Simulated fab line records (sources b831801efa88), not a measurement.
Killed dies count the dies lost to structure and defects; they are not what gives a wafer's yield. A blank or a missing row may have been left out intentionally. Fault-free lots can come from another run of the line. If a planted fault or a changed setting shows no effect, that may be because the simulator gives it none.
Commonality check across tools -- flow sky130 -- Lots sampled 13, wafers sampled 39

WHY THIS WAS OPENED
At SKY_NWELL_RS_MEAS_29 the reading NWELL_RS is flagged on 2 of 13 lots. No-fault wafers: 625.0 ohm/sq, standard deviation 1.5.
Rule: flag the lot when none of its wafers has a number, or when each of its wafers that has one lies beyond 4 standard deviations from that mean. As for the other lots, they are considered sound.

lot,measured,on,"NWELL_RS (ohm/sq), wafer by wafer",flag
L820,day 5 11:02,film_metro-02,622.2 623.7 624.2,
L822,day 6 17:44,film_metro-02,626.9 626.3 625.8,
L828,day 7 16:39,film_metro-01,616.7 617.7 617.1,FLAGGED
L829,day 7 23:59,film_metro-03,618.5 618.6 618.1,FLAGGED
L831,day 8 12:37,film_metro-02,624.5 626.3 626.7,
L832,day 8 12:59,film_metro-03,625.1 624.4 622.5,
L835,day 9 08:04,film_metro-02,626.5 626.8 625.7,
L837,day 9 18:41,film_metro-02,625.3 623.7 625.2,
L838,day 10 03:41,film_metro-02,624.4 623.2 624.4,
L839,day 10 08:38,film_metro-02,624.7 623.8 623.4,
L840,day 10 14:26,film_metro-03,624.7 624.8 624.8,
L841,day 11 07:46,film_metro-03,623.2 625.1 623.9,
L842,day 11 09:01,film_metro-02,626.9 625.4 626.1,
The mean of the flagged lots' numbers is 617.8 ohm/sq, -7.2 ohm/sq from the usual (-5 standard deviations).

WHICH TOOL RAN EACH LOT
The record keeps 1 process step preceding the reading, out of 708 steps on the route. In each cell: the tool, then ch and the chambers that the sampled wafers went through, then the start.
lot,flag,SKY_NWELL_IMPLANT_13
L820,,"implanter-01 ch 0, day 4 16:37"
L822,,"implanter-02 ch 0, day 5 22:34"
L828,FLAGGED,"implanter-02 ch 0, day 6 18:54"
L829,FLAGGED,"implanter-02 ch 0, day 7 03:58"
L831,,"implanter-01 ch 0, day 7 15:54"
L832,,"implanter-01 ch 0, day 7 16:31"
L835,,"implanter-01 ch 0, day 8 10:44"
L837,,"implanter-04 ch 0, day 8 21:15"
L838,,"implanter-04 ch 0, day 9 05:29"
L839,,"implanter-01 ch 0, day 9 09:35"
L840,,"implanter-01 ch 0, day 9 14:59"
L841,,"implanter-02 ch 0, day 10 07:56"
L842,,"implanter-02 ch 0, day 10 09:08"
These steps, and what they do:
- SKY_NWELL_IMPLANT_13
- SKY_NWELL_RS_MEAS_29: measures by four-point-probe.

FLAGGED OVER TOTAL, TOOL BY TOOL (the gauges that took the reading come last)
step,tool,lots run,flagged,share of the flagged lots,sound lots run after its first flagged lot
SKY_NWELL_IMPLANT_13,implanter-01,6,0,none,-
SKY_NWELL_IMPLANT_13,implanter-02,5,2,all,"2 (L841,L842)"
SKY_NWELL_IMPLANT_13,implanter-04,2,0,none,-
SKY_NWELL_RS_MEAS_29,film_metro-01,1,1,some,0
SKY_NWELL_RS_MEAS_29,film_metro-02,8,0,none,-
SKY_NWELL_RS_MEAS_29,film_metro-03,4,1,some,"3 (L832,L840,L841)"

WHAT THE TABLE PERMITS
In the table, 1 row covers all flagged lots: implanter-02 at SKY_NWELL_IMPLANT_13.
- implanter-02 at SKY_NWELL_IMPLANT_13 ran 5 lots, 2 of them flagged. Lots that were sound ran on it after the first flagged one (L841, L842); a persistent fault on the entire tool would not allow that. Its own readings lie more than 4 standard deviations out on every wafer of the flagged lots: dose_ions_cm2, faraday_current_uA.
Every row of the table either missed a flagged lot or ran a sound lot after the first.

WHAT WAS PUT IN BY THE SIMULATOR
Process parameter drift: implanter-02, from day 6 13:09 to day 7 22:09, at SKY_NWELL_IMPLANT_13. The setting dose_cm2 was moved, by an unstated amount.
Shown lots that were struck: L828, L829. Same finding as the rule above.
